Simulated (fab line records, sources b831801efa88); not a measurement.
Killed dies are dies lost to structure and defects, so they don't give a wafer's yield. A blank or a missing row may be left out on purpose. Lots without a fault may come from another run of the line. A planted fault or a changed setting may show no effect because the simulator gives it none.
Which tool did it? | flow gf180mcu | 13 lots, 39 wafers sampled, at 6 steps of a route of 602

WHAT THE GAUGES READ, wafer by wafer
GF_VT_IMPLANT_OVL_MEAS_07.
lot  | measured     | on         | VT_IMPLANT_OVL (nm)
L977 | day 5 13:34  | overlay-02 | 0.9 -0.5 0.3
L978 | day 5 19:10  | overlay-01 | -2.6 -0.2 -1.1
L979 | day 6 00:33  | overlay-02 | 1.4 0.1 1.7
L981 | day 6 16:16  | overlay-02 | -0.3 -0.7 -0.2
L983 | day 7 07:28  | overlay-02 | -0.3 1.0 -0.5
L984 | day 7 11:37  | overlay-02 | -0.6 -0.6 0.1
L986 | day 7 20:19  | overlay-02 | 2.0 -0.3 1.3
L987 | day 8 06:07  | overlay-02 | -0.7 -0.7 -1.8
L989 | day 8 17:51  | overlay-01 | 1.8 0.0 1.2
L990 | day 8 22:13  | overlay-01 | 1.7 0.4 1.4
L991 | day 9 09:04  | overlay-01 | - - -
L994 | day 10 04:48 | overlay-01 | -1.6 0.0 -0.9
L995 | day 10 13:00 | overlay-01 | 0.9 1.7 0.8

GF_VT_IMPLANT_TW_MEAS_10.
lot  | measured     | on            | VT_IMPLANT_TW
L977 | day 5 13:51  | film_metro-04 | 561 560 563
L978 | day 5 19:27  | film_metro-04 | 560 559 557
L979 | day 6 00:50  | film_metro-01 | 573 571 567
L981 | day 6 16:32  | film_metro-02 | 569 562 569
L983 | day 7 07:46  | film_metro-02 | 563 565 567
L984 | day 7 11:54  | film_metro-02 | 563 564 567
L986 | day 7 20:37  | film_metro-04 | 558 561 562
L987 | day 8 06:24  | film_metro-02 | 565 567 569
L989 | day 8 18:08  | film_metro-02 | 571 565 569
L990 | day 8 22:31  | film_metro-02 | 567 569 565
L991 | day 9 09:21  | film_metro-04 | 30 30 30 30 30 30
L994 | day 10 05:05 | film_metro-01 | 567 568 566
L995 | day 10 13:17 | film_metro-01 | 565 569 568

GF_VT_IMPLANT_TW_MEAS_21.
lot  | measured     | on            | VT_IMPLANT_2_TW
L977 | day 6 04:42  | film_metro-01 | 1223 1224 1223
L978 | day 6 11:04  | film_metro-04 | 1197 1209 1208
L979 | day 6 16:26  | film_metro-02 | 1230 1225 1227
L981 | day 7 08:38  | film_metro-04 | 1210 1211 1212
L983 | day 8 00:37  | film_metro-01 | 1222 1217 1218
L984 | day 8 04:29  | film_metro-01 | 1223 1220 1219
L986 | day 8 14:10  | film_metro-02 | 1225 1218 1221
L987 | day 9 00:07  | film_metro-02 | 1219 1214 1212
L989 | day 9 12:38  | film_metro-01 | 1215 1229 1218
L990 | day 9 17:15  | film_metro-02 | 1219 1223 1221
L994 | day 11 00:37 | film_metro-02 | 1220 1224 1220
L995 | day 11 08:51 | film_metro-01 | 1224 1225 1229

GF_POLY_GATE_CD_MEAS_18.
lot  | measured     | on        | cd_nm (nm)
L977 | day 9 10:15  | cd_sem-02 | 279.7 281.2 278.9
L978 | day 9 14:29  | cd_sem-02 | 280.9 278.8 278.7
L979 | day 9 21:35  | cd_sem-02 | 278.5 280.9 282.4
L981 | day 10 19:55 | cd_sem-02 | 279.0 279.9 277.2
L983 | day 11 15:10 | cd_sem-01 | 281.1 279.0 280.7
L984 | day 11 19:37 | cd_sem-02 | 281.0 281.6 281.8
L986 | day 12 05:20 | cd_sem-02 | 279.0 280.5 282.5
L987 | day 12 16:56 | cd_sem-01 | 279.0 281.2 279.8
L989 | day 13 05:08 | cd_sem-02 | 278.6 278.5 276.9
L990 | day 13 11:15 | cd_sem-01 | 280.5 278.9 279.7
L994 | day 14 18:16 | cd_sem-01 | 278.0 278.3 277.6
L995 | day 15 02:05 | cd_sem-01 | 282.9 282.6 284.4

GF_HV_LDD_OVL_MEAS_08.
lot  | measured     | on         | HV_LDD_OVL (nm)
L977 | day 10 05:23 | overlay-02 | 0.0 -1.1 -1.7
L978 | day 10 09:40 | overlay-02 | 0.1 -0.7 0.4
L979 | day 10 17:34 | overlay-02 | 0.3 -1.7 0.6
L981 | day 11 15:17 | overlay-01 | -2.8 -2.2 -0.7
L983 | day 12 10:13 | overlay-01 | 2.6 3.5 2.0
L984 | day 12 15:37 | overlay-02 | 1.2 1.7 1.7
L986 | day 13 02:03 | overlay-02 | 1.2 1.4 0.7
L987 | day 13 12:53 | overlay-02 | -0.2 0.5 -0.1
L989 | day 14 02:22 | overlay-02 | 0.6 1.1 -0.8
L990 | day 14 08:25 | overlay-02 | -0.6 -2.5 -1.5
L994 | day 15 16:33 | overlay-01 | -1.1 -0.4 -0.6
L995 | day 15 23:40 | overlay-01 | 1.8 3.5 3.3

WHICH TOOL RAN EACH LOT (tool, then ch and the chambers of the sampled wafers, then the start)
lot  | GF_VT_IMPLANT_EXPOSE_04
L977 | iline_stepper-01 ch 0, day 5 06:50
L978 | iline_stepper-02 ch 0, day 5 12:33
L979 | iline_stepper-01 ch 0, day 5 17:41
L981 | iline_stepper-01 ch 0, day 6 08:23
L983 | iline_stepper-01 ch 0, day 6 23:46
L984 | iline_stepper-01 ch 0, day 7 03:36
L986 | iline_stepper-02 ch 0, day 7 12:25
L987 | iline_stepper-01 ch 0, day 7 21:35
L989 | iline_stepper-01 ch 0, day 8 09:20
L990 | iline_stepper-01 ch 0, day 8 13:20
L991 | iline_stepper-01 ch 0, day 8 23:24
L994 | iline_stepper-02 ch 0, day 9 19:21
L995 | iline_stepper-01 ch 0, day 10 03:55
- GF_VT_IMPLANT_EXPOSE_04: exposes mask LVPWELL LV AREA, target cd 600 nm.

WHAT THE TOOLS THEMSELVES READ (means of the sampled wafers that have a number; where no wafer has one, the mark that the record gives instead)
GF_VT_IMPLANT_EXPOSE_04.
lot  | tool             | focus_offset_nm (nm) | stage_vel_mm_s (mm/s)
L977 | iline_stepper-01 | 0.0                  | 500.00
L978 | iline_stepper-02 | -0.1                 | 500.14
L979 | iline_stepper-01 | -0.6                 | 499.92
L981 | iline_stepper-01 | -0.1                 | 500.26
L983 | iline_stepper-01 | 0.7                  | 500.05
L984 | iline_stepper-01 | -0.4                 | 500.09
L986 | iline_stepper-02 | 0.5                  | 500.06
L987 | iline_stepper-01 | -0.2                 | 500.25
L989 | iline_stepper-01 | -0.2                 | 499.93
L990 | iline_stepper-01 | 0.2                  | 499.83
L991 | iline_stepper-01 | -1.0                 | 499.74
L994 | iline_stepper-02 | -0.7                 | 499.74
L995 | iline_stepper-01 | 0.1                  | 500.26

THE ANSWER, worked out from the rows above alone
Rule: what is usual is taken from the lots themselves. Put in order of their means at a reading, lots are off if they are a third of the lots or fewer, leave a main group of 4 or more, and stand apart from it by a gap of 3 or more times the standard deviation of the main group's means; of several such gaps the widest counts. A main group whose means are all the same, to the digits that the tables above print for the reading, isn't used. A lot without any number at a reading at which 4 lots or more have one is off too. The other lots that the step has rows for count as sound. The gauges are gone through in route order, then the tools' own readings, and for those a lot's mean is taken as printed above. The first step at which some lot is off is used, and at that step the reading that is off furthest; a lot without a number counts as furthest.
Off: L991, at GF_VT_IMPLANT_OVL_MEAS_07 (VT_IMPLANT_OVL). Without a number there: L991. The main group: mean 0.1 nm, standard deviation 0.89.
A tool fits if, at a process step before that reading, it ran every lot that is off, and no sound lot after the first of them. The gauges at GF_VT_IMPLANT_OVL_MEAS_07 aren't tried: what is off there is off at GF_VT_IMPLANT_TW_MEAS_10 too, on other tools, and a gauge's error can't cause that. None of those tried fits.

WHAT THE SIMULATOR HAD PUT IN
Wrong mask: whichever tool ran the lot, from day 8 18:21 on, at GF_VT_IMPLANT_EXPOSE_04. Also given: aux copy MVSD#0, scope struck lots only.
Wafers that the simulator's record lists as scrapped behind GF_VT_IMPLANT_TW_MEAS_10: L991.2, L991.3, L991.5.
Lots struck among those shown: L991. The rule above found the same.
